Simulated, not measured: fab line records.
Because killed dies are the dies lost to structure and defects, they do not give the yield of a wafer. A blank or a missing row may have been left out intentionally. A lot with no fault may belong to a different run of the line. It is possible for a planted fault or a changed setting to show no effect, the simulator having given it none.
fab line records    flow sky130
[record] lots = 14  wafers = 42  last_day = 50
route steps=708 shown FIELD_ISO@14 PWDE@52 NWELL@63 VT_ADJUST_HVTP@92
lots that met no fault: taken from a fault-free run of the same line
start_h: hours from the record's first day to the start of the lot's first wafer shown    wait_h: hours from the lot's prior step to this one    " same as the row above    L1.1+2: a row that stands for several wafers    - no value, or no start given    * or withheld: withheld    < > ~ a bound
route shown NAME@n: NAME is a module with steps in the file, n the number in the route of the first one    usual: average and standard deviation across the fault-free wafers    same: alike in all rows    chamber/n: place in a boat    sites: per-site readings    _std_site: how widely they spread, as a standard deviation    _edge_site: inner sites' mean taken away from outer sites' mean    radius_mm: for every site, how far away it sits from the centre of the wafer    mask NAME#n: copy n    behind: the last tool/chamber to shape the wafer    hold: cause of the lot's hold/its duration in hours/its outcome    device: the transistor (n, p or np) that didn't switch    end of line: at the end of the route, the tests of the same wafers    where a step has no rows: the recipe by itself    killed: dies lost to structure and defects at the first sort, not the wafer's yield    map: a wafer's dies, marking killed ones x, the rest . and places with no die _
set.NAME: the setting that was run; set.NAME@STEP: the one run at that earlier step    model.NAME: the simulator's own value behind a step, which no gauge read
route steps across a sampled set of lots; one table per step, one row per wafer
services: the hour from which a tool's chamber was out of use, counted from the record's first day as start_h (under 0 if before that day), plus the number of hours and why
[[steps]]
[step SKY_FIELD_ISO_CD_MEAS_13]
[recipe] target_cd_nm = 150
[usual] cd_nm = 150.0/1.4
lot.wafer  tool       chamber  start_h  wait_h  cd_nm
L719.2     cd_sem-02  -        30.40    -       151.5
L719.3     "          -        "        "       149.8
L719.4     "          -        "        "       150.3
L721.1     cd_sem-01  -        38.17    -       150.2
L721.2     "          -        "        "       149.1
L721.6     "          -        "        "       149.2
L722.2     cd_sem-02  -        43.66    -       153.1
L722.4     "          -        "        "       152.5
L722.6     "          -        "        "       152.5
L723.1     cd_sem-02  -        50.99    -       149.9
L723.5     "          -        "        "       149.4
L723.6     "          -        "        "       149.8
L724.1     cd_sem-01  -        57.08    -       150.4
L724.3     "          -        "        "       150.1
L724.4     "          -        "        "       151.3
L726.1     cd_sem-01  -        64.99    -       150.6
L726.4     "          -        "        "       151.0
L726.6     "          -        "        "       151.3
L728.2     cd_sem-01  -        77.31    -       150.2
L728.4     "          -        "        "       150.7
L728.5     "          -        "        "       149.2
L730.2     cd_sem-01  -        86.39    -       150.5
L730.4     "          -        "        "       149.9
L730.6     "          -        "        "       150.5
L734.2     cd_sem-02  -        110.94   -       150.3
L734.4     "          -        "        "       150.5
L734.6     "          -        "        "       150.8
L735.1     cd_sem-02  -        115.57   -       151.3
L735.5     "          -        "        "       149.6
L735.6     "          -        "        "       151.6
L738.1     cd_sem-02  -        127.99   -       150.6
L738.2     "          -        "        "       147.7
L738.5     "          -        "        "       149.8
L740.1     cd_sem-01  -        138.32   -       149.6
L740.4     "          -        "        "       148.4
L740.5     "          -        "        "       148.5
L741.2     cd_sem-02  -        145.20   -       148.9
L741.3     "          -        "        "       148.6
L741.4     "          -        "        "       149.9
L742.1     cd_sem-02  -        147.03   -       148.1
L742.4     "          -        "        "       150.0
L742.5     "          -        "        "       148.5
[step SKY_FIELD_ISO_ETCH_14]
[recipe] chemistry = N2/H2  target = BARC  ion_energy_ev = 200  source_w = 500  bias_w = 100  pressure_mtorr = 30  n2_flow_sccm = 100  h2_flow_sccm = 200  stop_on = SiO2  time_s = 45.9  target_depth_a = 600
[usual] drypump_motor_current_A = 5.8/0.48  n2_flow_sccm = 100.0/0.33  oes_product_au = 0.855/0.0049  run_length_s = 74.1/0.53  throttle_valve_pct = 13.224/0.0095
lot.wafer  tool         chamber  start_h  wait_h  drypump_motor_current_A  n2_flow_sccm  oes_product_au  rf_hours_counter_h  run_length_s  throttle_valve_pct
L719.2     rie_diel-04  3        30.50    0.1     5.7                      99.5          0.843           1                   74.5          13.217
L719.3     "            1        "        "       5.6                      100.0         0.857           2                   73.2          13.230
L719.4     "            3        "        "       5.7                      99.5          0.855           -                   74.6          13.220
L721.1     rie_diel-03  2        38.29    0.1     6.3                      99.7          0.858           3                   74.6          13.234
L721.2     "            3        "        "       4.7                      99.7          0.850           28                  75.0          13.233
L721.6     "            1        "        "       6.2                      99.3          0.854           -                   73.7          13.224
L722.2     rie_diel-02  2        43.76    0.1     5.6                      100.0         0.858           127                 73.7          13.228
L722.4     "            3        "        "       5.5                      99.5          0.854           100                 74.7          13.214
L722.6     "            1        "        "       5.9                      100.7         0.854           -                   74.4          13.212
L723.1     rie_diel-04  0        51.11    0.1     6.2                      99.9          0.850           66                  75.1          13.226
L723.5     "            2        "        "       5.4                      98.9          0.857           -                   73.2          13.216
L723.6     "            3        "        "       5.7                      100.3         0.855           -                   74.6          13.222
L724.1     rie_diel-02  2        57.20    0.1     5.7                      99.4          0.847           127                 73.8          13.219
L724.3     "            0        "        "       6.3                      100.1         0.849           31                  74.0          13.212
L724.4     "            3        "        "       5.5                      100.5         0.849           101                 74.0          13.227
L726.1     rie_diel-03  2        65.11    0.1     6.3                      100.0         0.845           3                   74.7          13.210
L726.4     "            0        "        "       5.6                      99.7          0.856           124                 74.2          13.227
L726.6     "            0        "        "       5.6                      100.0         0.853           -                   74.1          13.221
L728.2     rie_diel-04  3        77.41    0.1     5.7                      100.2         0.852           2                   75.3          13.224
L728.4     "            3        "        "       5.7                      100.3         0.855           -                   74.4          13.227
L728.5     "            2        "        "       5.4                      99.7          0.847           -                   73.2          13.234
L730.2     rie_diel-04  3        86.49    0.1     5.7                      100.2         0.863           3                   74.5          13.236
L730.4     "            3        "        "       5.7                      100.2         0.860           -                   74.4          13.233
L730.6     "            2        "        "       5.4                      100.0         0.852           -                   73.4          13.213
L734.2     rie_diel-03  3        111.04   0.1     4.7                      100.1         0.849           29                  74.3          13.231
L734.4     "            0        "        "       5.6                      100.1         0.857           125                 74.4          13.235
L734.6     "            3        "        "       4.7                      100.1         0.849           -                   74.8          13.226
L735.1     rie_diel-04  1        115.69   0.1     5.7                      100.2         1.007           3                   47.6          13.235
L735.5     "            1        "        "       5.7                      100.1         0.994           -                   48.2          13.253
L735.6     "            0        "        "       6.2                      99.9          0.855           -                   74.4          13.217
L738.1     rie_diel-04  1        128.11   0.1     5.6                      100.2         1.012           3                   47.6          13.245
L738.2     "            3        "        "       5.7                      100.4         0.858           4                   75.1          13.211
L738.5     "            3        "        "       5.7                      99.9          0.857           -                   75.1          13.214
L740.1     rie_diel-03  0        138.44   0.1     5.6                      99.6          0.847           126                 74.2          13.214
L740.4     "            1        "        "       6.2                      100.2         0.858           151                 73.9          13.221
L740.5     "            3        "        "       4.7                      100.0         0.851           -                   74.3          13.230
L741.2     rie_diel-03  0        145.30   0.1     5.6                      100.1         0.852           126                 74.3          13.227
L741.3     "            1        "        "       6.2                      99.9          0.857           151                 74.1          13.236
L741.4     "            3        "        "       4.7                      100.4         0.861           30                  74.5          13.219
L742.1     rie_diel-02  0        147.15   0.1     6.4                      100.0         0.858           33                  73.5          13.239
L742.4     "            1        "        "       5.9                      100.1         0.861           0                   74.2          13.223
L742.5     "            0        "        "       6.4                      100.0         0.861           -                   73.8          13.229
[step SKY_FIELD_ISO_ETCH_15]
[recipe] chemistry = CHF3/O2  target_depth_nm = 180  stop_on = Si  source_w = 600  bias_w = 200  pressure_mtorr = 40  chf3_flow_sccm = 50  O2_flow_sccm = 5  time_s = 72
[usual] drypump_motor_current_A = 5.8/0.47  oes_product_au = 0.945/0.0069  run_length_s = 100.2/0.53  throttle_valve_pct = 8.844/0.0091
lot.wafer  tool         chamber  start_h  wait_h  drypump_motor_current_A  oes_product_au  rf_hours_counter_h  run_length_s  throttle_valve_pct
L719.2     rie_diel-04  3        30.55    0.0     5.7                      0.937           1                   100.5         8.861
L719.3     "            1        "        "       5.6                      0.943           2                   99.3          8.838
L719.4     "            3        "        "       5.7                      0.941           -                   101.0         8.841
L721.1     rie_diel-03  2        38.33    0.0     6.3                      0.931           3                   100.2         8.843
L721.2     "            3        "        "       4.7                      0.940           28                  100.5         8.845
L721.6     "            1        "        "       6.2                      0.940           -                   99.9          8.851
L722.2     rie_diel-02  2        43.80    0.0     5.6                      0.944           127                 99.8          8.832
L722.4     "            3        "        "       5.5                      0.943           100                 100.0         8.850
L722.6     "            1        "        "       5.9                      0.938           -                   100.0         8.834
L723.1     rie_diel-04  0        51.15    0.0     6.2                      0.952           66                  100.8         8.865
L723.5     "            2        "        "       5.4                      0.949           -                   99.4          8.855
L723.6     "            3        "        "       5.7                      0.949           -                   100.9         8.847
L724.1     rie_diel-02  2        57.25    0.0     5.6                      0.934           127                 99.7          8.833
L724.3     "            0        "        "       6.3                      0.941           31                  99.5          8.833
L724.4     "            3        "        "       5.5                      0.939           101                 99.9          8.843
L726.1     rie_diel-03  2        65.15    0.0     6.3                      0.951           3                   101.1         8.847
L726.4     "            0        "        "       5.6                      0.945           124                 100.7         8.842
L726.6     "            0        "        "       5.6                      0.954           -                   100.2         8.840
L728.2     rie_diel-04  3        77.45    0.0     5.7                      0.949           2                   101.0         8.844
L728.4     "            3        "        "       5.7                      0.943           -                   100.7         8.848
L728.5     "            2        "        "       5.4                      0.943           -                   99.4          8.838
L730.2     rie_diel-04  3        86.56    0.0     5.7                      0.944           3                   100.5         8.838
L730.4     "            3        "        "       5.7                      0.945           -                   100.9         8.830
L730.6     "            2        "        "       5.4                      0.943           -                   99.8          8.853
L734.2     rie_diel-03  3        111.08   0.0     4.7                      0.942           29                  100.3         8.844
L734.4     "            0        "        "       5.6                      0.942           125                 100.1         8.839
L734.6     "            3        "        "       4.7                      0.943           -                   100.7         8.840
L735.1     rie_diel-04  1        115.73   0.0     5.7                      0.368           3                   99.1          8.668
L735.5     "            1        "        "       5.7                      0.378           -                   99.4          8.671
L735.6     "            0        "        "       6.1                      0.949           -                   100.8         8.848
L738.1     rie_diel-04  1        128.15   0.0     5.7                      0.368           3                   99.2          8.688
L738.2     "            3        "        "       5.7                      0.950           4                   101.1         8.837
L738.5     "            3        "        "       5.7                      0.947           -                   100.9         8.842
L740.1     rie_diel-03  0        138.48   0.0     5.6                      0.946           126                 100.7         8.854
L740.4     "            1        "        "       6.2                      0.950           151                 100.0         8.830
L740.5     "            3        "        "       4.7                      0.961           -                   100.8         8.849
L741.2     rie_diel-03  0        145.35   0.0     5.6                      0.940           126                 100.4         8.822
L741.3     "            1        "        "       6.2                      0.958           151                 99.9          8.870
L741.4     "            3        "        "       4.7                      0.938           30                  100.5         8.840
L742.1     rie_diel-02  0        147.20   0.0     6.3                      0.952           33                  99.6          8.837
L742.4     "            1        "        "       5.9                      0.947           0                   100.4         8.855
L742.5     "            0        "        "       6.3                      0.942           -                   99.3          8.824
[step SKY_PWDE_OVL_MEAS_07]
[usual] PWDE_OVL = -0.6/1.4
lot.wafer  tool        chamber  start_h  wait_h  PWDE_OVL[nm]
L719.2     overlay-02  -        67.94    -       0.9
L719.3     "           -        "        "       0.8
L719.4     "           -        "        "       0.8
L721.1     overlay-02  -        79.39    -       -3.2
L721.2     "           -        "        "       -0.8
L721.6     "           -        "        "       -2.4
L722.2     overlay-01  -        83.74    -       -1.4
L722.4     "           -        "        "       -1.7
L722.6     "           -        "        "       -0.3
L723.1     overlay-02  -        90.93    -       -0.9
L723.5     "           -        "        "       0.5
L723.6     "           -        "        "       -2.4
L724.1     overlay-02  -        96.14    -       -2.7
L724.3     "           -        "        "       -3.0
L724.4     "           -        "        "       -2.5
L726.1     overlay-01  -        105.63   -       -0.9
L726.4     "           -        "        "       0.7
L726.6     "           -        "        "       2.2
L728.2     overlay-02  -        118.94   -       -0.9
L728.4     "           -        "        "       0.0
L728.5     "           -        "        "       2.4
L730.2     overlay-02  -        135.63   -       -0.7
L730.4     "           -        "        "       -1.3
L730.6     "           -        "        "       -1.3
L734.2     overlay-02  -        155.99   -       -0.3
L734.4     "           -        "        "       1.0
L734.6     "           -        "        "       1.4
L735.1     overlay-01  -        162.29   -       -
L735.5     "           -        "        "       -
L735.6     "           -        "        "       0.3
L738.1     overlay-02  -        182.38   -       -
L738.2     "           -        "        "       0.4
L738.5     "           -        "        "       -3.0
L740.1     overlay-02  -        190.88   -       -1.4
L740.4     "           -        "        "       0.2
L740.5     "           -        "        "       -1.7
L742.1     overlay-01  -        195.03   -       -0.6
L742.4     "           -        "        "       0.6
L742.5     "           -        "        "       0.2
L741.2     overlay-02  -        195.35   -       0.0
L741.3     "           -        "        "       -1.2
L741.4     "           -        "        "       -2.2
[step SKY_NWELL_OVL_MEAS_10]
[usual] NWELL_00_OVL = -1.1/1.5
lot.wafer  tool        chamber  start_h  wait_h  NWELL_00_OVL[nm]
L719.2     overlay-01  -        84.49    -       1.2
L719.3     "           -        "        "       -0.7
L719.4     "           -        "        "       -2.0
L721.1     overlay-01  -        95.63    -       -1.1
L721.2     "           -        "        "       -2.4
L721.6     "           -        "        "       -0.6
L722.2     overlay-01  -        99.89    -       -0.8
L722.4     "           -        "        "       -1.1
L722.6     "           -        "        "       -0.8
L723.1     overlay-01  -        107.43   -       1.1
L723.5     "           -        "        "       -1.2
L723.6     "           -        "        "       0.2
L724.1     overlay-02  -        113.68   -       1.0
L724.3     "           -        "        "       1.9
L724.4     "           -        "        "       -1.0
L726.1     overlay-02  -        124.39   -       -3.0
L726.4     "           -        "        "       -2.0
L726.6     "           -        "        "       -1.7
L728.2     overlay-02  -        138.14   -       -0.3
L728.4     "           -        "        "       -1.6
L728.5     "           -        "        "       1.1
L730.2     overlay-01  -        155.04   -       -0.5
L730.4     "           -        "        "       0.2
L730.6     "           -        "        "       -0.2
L734.2     overlay-02  -        176.88   -       -1.7
L734.4     "           -        "        "       -1.6
L734.6     "           -        "        "       -0.4
L735.1     overlay-01  -        182.32   -       -
L735.5     "           -        "        "       -
L735.6     "           -        "        "       0.3
L738.1     overlay-01  -        204.37   -       -
L738.2     "           -        "        "       -2.6
L738.5     "           -        "        "       -2.6
L740.1     overlay-01  -        213.58   -       -1.3
L740.4     "           -        "        "       -0.2
L740.5     "           -        "        "       -1.0
L742.1     overlay-02  -        217.22   -       -2.8
L742.4     "           -        "        "       -1.9
L742.5     "           -        "        "       -2.1
L741.2     overlay-01  -        217.39   -       -1.8
L741.3     "           -        "        "       -2.7
L741.4     "           -        "        "       -0.3
[step SKY_NWELL_RS_MEAS_29]
[recipe] thk_meas_gauge = four-point-probe
[usual] NWELL_RS = 617.6/1.5
lot.wafer  tool           chamber  start_h  wait_h  NWELL_RS[ohm/sq]
L719.2     film_metro-04  -        101.64   0.1     618.4
L719.3     "              -        "        "       620.9
L719.4     "              -        "        "       618.9
L721.1     film_metro-04  -        113.78   0.1     619.0
L721.2     "              -        "        "       618.2
L721.6     "              -        "        "       619.1
L722.2     film_metro-02  -        119.14   0.1     618.3
L722.4     "              -        "        "       617.8
L722.6     "              -        "        "       618.3
L723.1     film_metro-01  -        126.33   0.1     616.1
L723.5     "              -        "        "       616.9
L723.6     "              -        "        "       616.1
L724.1     film_metro-04  -        132.28   0.1     619.8
L724.3     "              -        "        "       617.7
L724.4     "              -        "        "       619.8
L726.1     film_metro-01  -        144.38   0.1     618.5
L726.4     "              -        "        "       617.2
L726.6     "              -        "        "       615.5
L728.2     film_metro-02  -        158.50   0.1     618.8
L728.4     "              -        "        "       618.6
L728.5     "              -        "        "       618.4
L730.2     film_metro-01  -        176.39   0.1     618.5
L730.4     "              -        "        "       616.9
L730.6     "              -        "        "       617.3
L734.2     film_metro-02  -        199.69   0.1     617.9
L734.4     "              -        "        "       617.6
L734.6     "              -        "        "       618.1
L735.1     film_metro-04  -        205.22   0.1     619.6
L735.5     "              -        "        "       616.0
L735.6     "              -        "        "       618.3
L738.1     film_metro-01  -        227.92   0.1     614.9
L738.2     "              -        "        "       615.1
L738.5     "              -        "        "       617.3
L740.1     film_metro-02  -        237.43   0.1     616.3
L740.4     "              -        "        "       615.1
L740.5     "              -        "        "       613.9
L742.1     film_metro-01  -        241.22   0.1     615.7
L742.4     "              -        "        "       614.7
L742.5     "              -        "        "       616.1
L741.2     film_metro-04  -        241.35   0.1     617.3
L741.3     "              -        "        "       618.1
L741.4     "              -        "        "       617.6
[step SKY_VT_ADJUST_HVTP_CD_MEAS_07]
[recipe] target_cd_nm = 380
[usual] cd_nm = 380/3
lot.wafer  tool       chamber  start_h  wait_h  cd_nm
L719.2     cd_sem-02  -        119.36   0.1     382
L719.3     "          -        "        "       380
L719.4     "          -        "        "       382
L721.1     cd_sem-01  -        131.89   0.1     382
L721.2     "          -        "        "       384
L721.6     "          -        "        "       379
L722.2     cd_sem-01  -        138.46   0.1     378
L722.4     "          -        "        "       373
L722.6     "          -        "        "       378
L723.1     cd_sem-01  -        145.48   0.1     381
L723.5     "          -        "        "       381
L723.6     "          -        "        "       379
L724.1     cd_sem-02  -        150.78   0.1     375
L724.3     "          -        "        "       373
L724.4     "          -        "        "       377
L726.1     cd_sem-01  -        164.63   0.1     378
L726.4     "          -        "        "       377
L726.6     "          -        "        "       377
L728.2     cd_sem-01  -        178.96   0.1     385
L728.4     "          -        "        "       384
L728.5     "          -        "        "       385
L730.2     cd_sem-01  -        197.85   0.1     380
L730.4     "          -        "        "       379
L730.6     "          -        "        "       382
L734.2     cd_sem-02  -        221.99   0.1     378
L734.4     "          -        "        "       377
L734.6     "          -        "        "       378
L735.1     cd_sem-01  -        227.49   0.1     -
L735.5     "          -        "        "       -
L735.6     "          -        "        "       377
L738.1     cd_sem-02  -        251.14   0.1     -
L738.2     "          -        "        "       381
L738.5     "          -        "        "       376
L740.1     cd_sem-02  -        261.77   0.1     380
L740.4     "          -        "        "       378
L740.5     "          -        "        "       376
L742.1     cd_sem-02  -        265.47   0.1     381
L742.4     "          -        "        "       379
L742.5     "          -        "        "       381
L741.2     cd_sem-01  -        266.01   0.1     379
L741.3     "          -        "        "       380
L741.4     "          -        "        "       377
[[services]]
tool         chamber  start_h  hours  kind
rie_diel-03  0        10.87    32.6   repair
rie_diel-04  2        36.51    7.3    repair
rie_diel-04  1        51.31    50.0   repair
rie_diel-02  -        72.17    2.8    pm
rie_diel-04  0        85.41    10.4   repair
rie_diel-02  1        100.90   6.2    repair
rie_diel-02  1        107.12   -      clean
rie_diel-02  1        107.12   18.0   scheduled_down
rie_diel-02  1        107.12   18.0   vent_cycle
rie_diel-02  2        129.20   3.1    repair
[[key]]
[first_sign] step = SKY_FIELD_ISO_ETCH_14  reading = run_length_s  direction = down  sigmas = 49  usual = *  struck = *
[effect] step = SKY_FIELD_ISO_ETCH_14  reading = oes_product_au  direction = up  sigmas = 30  usual = 0.855  struck = 1.004
[effect] step = SKY_FIELD_ISO_ETCH_15  reading = oes_product_au  direction = down  sigmas = 84  usual = 0.945  struck = 0.371
[effect] step = SKY_PWDE_OVL_MEAS_07  reading = PWDE_OVL  direction = missing
[effect] step = SKY_NWELL_OVL_MEAS_10  reading = NWELL_00_OVL  direction = missing
met_at SKY_FIELD_ISO_ETCH_14
struck_lots L735,L738
struck_wafers L735.1,L735.5,L738.1
sort_left_out L735.1,L735.5,L738.1
tester_left_out L735,L738
not_acting_at SKY_FIELD_ISO_CD_MEAS_13,SKY_NWELL_RS_MEAS_29,SKY_VT_ADJUST_HVTP_CD_MEAS_07
onset_between 30.50 115.69
[fault] kind = process_parameter_drift  tool = rie_diel-04  chamber = 1  onset_h = 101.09  steps = SKY_FIELD_ISO_ETCH_14  channel = time_s  offset = *  shape = step  end_h = 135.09  acts_in = *  stated = *
// tester_left_out: of these lots the tester's yield and bins aren't shown, on N5 and GAA mostly nor the transistor test; their killed dies are dies lost to structure and defects alone, not to doping, threshold or leakage, so they don't give the yield
// sort_left_out: the simulated sort isn't trusted on such a fault, so these wafers' sort isn't shown, and their yield isn't known
